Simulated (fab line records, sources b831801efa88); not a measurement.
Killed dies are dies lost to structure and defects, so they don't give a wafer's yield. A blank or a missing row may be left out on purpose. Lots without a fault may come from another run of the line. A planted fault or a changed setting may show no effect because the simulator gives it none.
Which tool did it? | flow sky130 | 12 lots, 36 wafers sampled, at 3 steps of a route of 708

WHAT THE GAUGES READ, wafer by wafer
SKY_VIA3_BOW_MEAS_03.
lot  | measured     | on            | VIA3_BOW (um)
L791 | day 38 03:02 | film_metro-02 | 83 80 78
L792 | day 38 11:06 | film_metro-01 | 71 83 84
L794 | day 39 03:18 | film_metro-04 | 75 75 88
L796 | day 40 12:09 | film_metro-02 | 89 89 90
L797 | day 40 16:28 | film_metro-01 | 84 80 84
L800 | day 41 06:20 | film_metro-01 | 84 85 84
L802 | day 42 00:43 | film_metro-01 | 81 86 89
L803 | day 42 03:16 | film_metro-04 | 90 92 89
L805 | day 42 12:55 | film_metro-01 | 73 73 59
L810 | day 44 08:25 | film_metro-01 | 84 66 91
L814 | day 45 02:03 | film_metro-01 | 76 82 81
L813 | day 45 02:42 | film_metro-01 | 80 83 64

SKY_VIA3_CD_MEAS_12: target cd 200 nm.
lot  | measured     | on        | cd_nm (nm)
L791 | day 39 04:19 | cd_sem-01 | 202.3 202.6 199.4
L792 | day 39 12:14 | cd_sem-02 | 199.9 200.6 201.6
L794 | day 40 04:38 | cd_sem-01 | 202.1 201.7 201.4
L796 | day 41 11:53 | cd_sem-01 | 201.5 200.9 200.3
L797 | day 41 16:18 | cd_sem-01 | 199.2 199.9 200.3
L800 | day 42 05:25 | cd_sem-01 | 198.9 198.2 199.0
L802 | day 42 23:53 | cd_sem-02 | 201.6 202.2 200.1
L803 | day 43 02:10 | cd_sem-02 | 200.6 202.0 200.0
L805 | day 43 12:32 | cd_sem-02 | 200.6 201.5 201.5
L810 | day 45 05:46 | cd_sem-02 | 201.4 200.7 201.2
L814 | day 45 23:08 | cd_sem-01 | 199.4 199.7 199.3
L813 | day 45 23:31 | cd_sem-01 | 199.8 200.3 199.7

SKY_VIA3_OVL_MEAS_13.
lot  | measured     | on         | VIA3_OVL (nm)
L791 | day 39 04:25 | overlay-01 | 4 9 -1
L792 | day 39 12:21 | overlay-02 | 10 5 7
L794 | day 40 04:46 | overlay-02 | 0 3 1
L796 | day 41 12:01 | overlay-02 | -4 9 10
L797 | day 41 16:25 | overlay-01 | 3 -1 -4
L800 | day 42 05:32 | overlay-01 | 6 3 10
L802 | day 43 00:01 | overlay-02 | 11 10 7
L803 | day 43 02:17 | overlay-01 | -5 3 2
L805 | day 43 12:40 | overlay-02 | 8 7 9
L810 | day 45 05:53 | overlay-02 | -2 2 6
L814 | day 45 23:16 | overlay-02 | 10 16 4
L813 | day 45 23:38 | overlay-01 | 10 4 11

WHICH TOOL RAN EACH LOT (tool, then ch and the chambers of the sampled wafers, then the start)
The record holds no process step before these readings.

WHAT THE TOOLS THEMSELVES READ (means of the sampled wafers that have a number; where no wafer has one, the mark that the record gives instead)
The record holds no such reading with a usual standard deviation.

THE ANSWER, worked out from the rows above alone
Rule: what is usual is taken from the lots themselves. Put in order of their means at a reading, lots are off if they are a third of the lots or fewer, leave a main group of 4 or more, and stand apart from it by a gap of 3 or more times the standard deviation of the main group's means; of several such gaps the widest counts. A main group whose means are all the same, to the digits that the tables above print for the reading, isn't used. A lot without any number at a reading at which 4 lots or more have one is off too. The other lots that the step has rows for count as sound. The gauges are gone through in route order, then the tools' own readings, and for those a lot's mean is taken as printed above. The first step at which some lot is off is used, and at that step the reading that is off furthest; a lot without a number counts as furthest.
No lot is off at any reading shown: from this, nothing can be told.

WHAT THE SIMULATOR HAD PUT IN
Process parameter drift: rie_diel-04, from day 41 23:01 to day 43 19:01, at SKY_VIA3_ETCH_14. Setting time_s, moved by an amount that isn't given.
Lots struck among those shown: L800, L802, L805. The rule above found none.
